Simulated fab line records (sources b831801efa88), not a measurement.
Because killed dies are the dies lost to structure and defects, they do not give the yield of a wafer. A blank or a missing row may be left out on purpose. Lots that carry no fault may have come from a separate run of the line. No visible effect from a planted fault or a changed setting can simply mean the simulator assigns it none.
Which tool is to blame? | flow sky130 | 14 lots, 42 wafers sampled, at 1 step of a route of 708

== WHAT THE GAUGES SHOWED, per wafer ==
SKY_LI_CONTACT_THK_MEAS_01. Usual: LI_CONTACT_HDPCVD_THK gives 920 nm (standard deviation 8.3).
lot  | measured     | on            | LI_CONTACT_HDPCVD_THK (nm) | flag
L489 | day 27 22:45 | film_metro-01 | 934 936 929                |
L491 | day 28 07:29 | film_metro-04 | 905 892 914                |
L492 | day 28 17:52 | film_metro-04 | 924 922 926                |
L495 | day 30 02:20 | film_metro-03 | 924 917 932                |
L496 | day 30 13:10 | film_metro-04 | 921 925 917                |
L497 | day 31 08:40 | film_metro-04 | 920 922 920                |
L499 | day 31 21:48 | film_metro-04 | 926 930 928                |
L503 | day 33 09:58 | film_metro-03 | 924 920 908                |
L504 | day 33 14:40 | film_metro-03 | 908 919 914                |
L505 | day 33 16:48 | film_metro-04 | 921 929 919                |
L509 | day 34 09:04 | film_metro-03 | 912 921 919                |
L510 | day 34 10:02 | film_metro-04 | 928 924 927                |
L511 | day 35 04:12 | film_metro-01 | 915 916 924                |
L512 | day 35 10:57 | film_metro-04 | 929 915 925                |

== WHAT TOOL EACH LOT RAN ON (gives the tool, then ch and the chambers of the sampled wafers, and finally the start) ==
The record holds no process step before these readings.

== AS READ BY THE TOOLS THEMSELVES (means over the sampled wafers that have a number; for cases with no such wafer, the mark the record gives instead) ==
The record holds no such reading with a usual standard deviation.

== THE ANSWER, worked out from the rows above alone ==
Rule: a lot counts as off when the mean over its wafers that have a number is more than 3 standard deviations away from the usual mean. A lot without any number at a reading at which 4 lots or more have one is off too. All remaining lots with rows at the step are treated as sound. The gauges are gone through in route order, then the tools' own readings, and for those a lot's mean is taken as printed above. At the first step where some lot is off, the reading lying furthest off is the one used; lots without a number count as furthest.
None of the lots is off at any reading shown; this tells nothing.

== WHAT WAS PUT IN BY THE SIMULATOR ==
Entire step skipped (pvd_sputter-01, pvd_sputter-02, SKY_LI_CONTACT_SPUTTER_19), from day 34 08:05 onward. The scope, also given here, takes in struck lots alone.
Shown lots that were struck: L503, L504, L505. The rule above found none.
